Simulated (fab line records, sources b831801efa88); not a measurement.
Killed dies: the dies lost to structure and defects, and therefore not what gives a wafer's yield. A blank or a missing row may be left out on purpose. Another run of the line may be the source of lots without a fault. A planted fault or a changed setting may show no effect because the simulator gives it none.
A lot that was struck, set against a sound lot    flow sky130    33 out of 708 route steps
Sound: wafers L702.1, L702.2, L702.4. Struck: wafer L693.3. (L693.4, L693.6 of the same lot were not struck and are left out.) The cause comes at the end.
At each step with rows: each side's tool, then ch and its chambers, then its first start. Under that, the readings that differ: sound wafers    struck wafers    difference of the means    sigmas: that difference in standard deviations of wafers without a fault.
alike: readings whose means differ by less than 2 such deviations, and words and numbers that are the same on both sides. not compared: withheld readings, readings that some wafer has no value for, bounds like >300 that may hide the same value, and numbers for which the record gives no deviation and whose values overlap.
A row with sigmas, a row that says differs or no value, or rows on one side alone: a step with any of these is where the two part. Numbers that don't overlap but have no deviation are shown without sigmas and don't part them. A reading missing from all wafers of one side parts the sides only when that side holds two or more wafers.

first, 4 steps without rows for these wafers: SKY_LOCAL_INTERCONNECT_SOFTBAKE_07 (time 90 s); SKY_LOCAL_INTERCONNECT_EXPOSE_08 (exposes mask LI1M, target cd 170 nm); SKY_LOCAL_INTERCONNECT_PEB_09; SKY_LOCAL_INTERCONNECT_DEVELOP_10 (develop time 60 s).
SKY_LOCAL_INTERCONNECT_CD_MEAS_11: target cd 170 nm.
  sound on cd_sem-01, day 37 04:28; struck on cd_sem-01, day 34 01:59
  alike: cd_nm
SKY_LOCAL_INTERCONNECT_OVL_MEAS_12:
  sound on overlay-01, day 37 04:35; struck on overlay-01, day 34 02:04
  alike: LOCAL_INTERCONNECT_OVL
SKY_LOCAL_INTERCONNECT_ETCH_13: etches BARC in N2/H2, stops on SiO2, time 45.9 s, target depth 60 nm.
  sound on rie_metal-01 ch 0,1, day 37 04:37; struck on rie_metal-02 ch 0, day 34 02:07
  alike: drypump_motor_current_A, oes_product_au, throttle_valve_pct
  not compared: rf_hours_counter_h
SKY_LOCAL_INTERCONNECT_METAL_ETCH_14: etches TiN in Cl2/BCl3, stops on PSG, target depth 110 nm, time 31.4 s.
  sound on rie_metal-01 ch 0,1, day 37 04:41; struck on rie_metal-02 ch 0, day 34 02:10
  alike: drypump_motor_current_A, oes_product_au, throttle_valve_pct
  not compared: rf_hours_counter_h
then, 4 steps without rows for these wafers: SKY_LOCAL_INTERCONNECT_STRIP_15 (strips in O2/N2); SKY_LOCAL_INTERCONNECT_STRIP_16 (strips in post etch residue remover, time 1200 s); SKY_LOCAL_INTERCONNECT_CLEAN_17 (cleans in IPA, time 180 s); SKY_LOCAL_INTERCONNECT_CLEAN_18 (cleans in O3/DIW).
SKY_CONTACT_CVD_00: deposits Si3N4, target thk 75 nm.
  sound on pecvd-02 ch 1,2, day 37 05:19; struck on pecvd-03 ch 0, day 34 03:10
reading                                    sound              struck  difference  sigmas
model.Si3N4_of_CONTACT_CVD_00.thk_nm (nm)  74.36 74.76 75.45  95.39   +20.53      
  alike: heater_power_w
SKY_CONTACT_THK_MEAS_01:
  sound on film_metro-04, day 37 05:21; struck on film_metro-04, day 34 03:13
reading                  sound           struck  difference  sigmas
CONTACT_CVD_00_THK (nm)  74.4 74.8 75.4  95.5    +20.6       +23
then, 1 step without rows for these wafers: SKY_CONTACT_HDPCVD_02 (deposits SiO2, target thk 565 nm, time 94.2 s).
SKY_CONTACT_THK_MEAS_03:
  sound on film_metro-02, day 37 05:29; struck on film_metro-04, day 34 03:20
  alike: CONTACT_HDPCVD_THK
SKY_CONTACT_CMP_04: polishes SiO2.
  sound on cmp-02 ch 0,1,2, day 37 05:32; struck on cmp-02 ch 3, day 34 03:23
  alike: motor_current_A
SKY_CONTACT_BOW_MEAS_05:
  sound on film_metro-02, day 37 05:50; struck on film_metro-02, day 34 03:43
  alike: CONTACT_BOW
then, 8 steps without rows for these wafers: SKY_CONTACT_DEHYDRATE_06 (time 60 s); SKY_CONTACT_HMDS_07 (prime time 60 s); SKY_CONTACT_COAT_08 (resist thk 60 nm); SKY_CONTACT_COAT_09 (resist thk 450 nm); SKY_CONTACT_SOFTBAKE_10 (time 90 s); SKY_CONTACT_EXPOSE_11 (exposes mask CTM1, target cd 170 nm); SKY_CONTACT_PEB_12; SKY_CONTACT_DEVELOP_13 (develop time 60 s).
SKY_CONTACT_CD_MEAS_14: target cd 170 nm.
  sound on cd_sem-02, day 38 08:58; struck on cd_sem-02, day 35 07:08
  alike: cd_nm
SKY_CONTACT_OVL_MEAS_15:
  sound on overlay-01, day 38 09:05; struck on overlay-01, day 35 07:13
  alike: CONTACT_OVL
SKY_CONTACT_ETCH_16: etches BARC in N2/H2, stops on SiO2, time 45.9 s, target depth 60 nm.
  sound on rie_diel-01 ch 0,2,3, day 38 09:07; struck on rie_diel-01 ch 1, day 35 07:14
  alike: drypump_motor_current_A, oes_product_au, throttle_valve_pct
  not compared: rf_hours_counter_h
SKY_CONTACT_ETCH_17: etches SiO2 in C4F8/O2/Ar, stops on Si3N4, target depth 340 nm.
  sound on rie_diel-01 ch 0,2,3, day 38 09:10; struck on rie_diel-01 ch 1, day 35 07:17
  alike: oes_product_au
SKY_CONTACT_ETCH_18: etches Si3N4 in CHF3/O2, stops on TiN, time 39 s, target depth 75 nm.
  sound: rie_diel-01 ch 0,2,3; struck: rie_diel-01 ch 1
reading                   sound              struck  difference  sigmas
oes_product_au (a.u.)     0.848 0.861 0.859  0.982   +0.126      +19
throttle_valve_pct (%)    8.814 8.801 8.798  8.842   +0.038      +4
model.etch.depth_nm (nm)  74.36 74.76 75.45  95.39   +20.53      
  alike: drypump_motor_current_A
  not compared: rf_hours_counter_h
then, 1 step without rows for these wafers: SKY_CONTACT_STRIP_19 (strips in O2/N2).
-- the record jumps here: 14 days lie between the struck wafers' starts before and after (it left off in module CONTACT and takes up again in module PAD_OPEN, whose first step shown is number 708 of the route) --
SKY_PAD_OPEN_PROBE_99:
  sound on prober-02, day 50 22:53; struck on prober-02, day 49 00:32
reading                        sound              struck  difference  sigmas
killed_at_M0_to_M3             42 30 33           54      +19         +3
killed_at_contacts             33 38 24           54      +22         +4
killed_dies                    96 83 81           136     +49         +5
model.etest.mcon_chain.rc_ohm  17.45 16.17 16.82  19.7    +2.9        
  alike: killed_at_M4_up, killed_at_front_end, killed_at_other, killed_open, killed_short

WHERE THEY PART
First at SKY_CONTACT_THK_MEAS_01; last, within this record, at SKY_PAD_OPEN_PROBE_99.

WHY: what had been put in by the simulator
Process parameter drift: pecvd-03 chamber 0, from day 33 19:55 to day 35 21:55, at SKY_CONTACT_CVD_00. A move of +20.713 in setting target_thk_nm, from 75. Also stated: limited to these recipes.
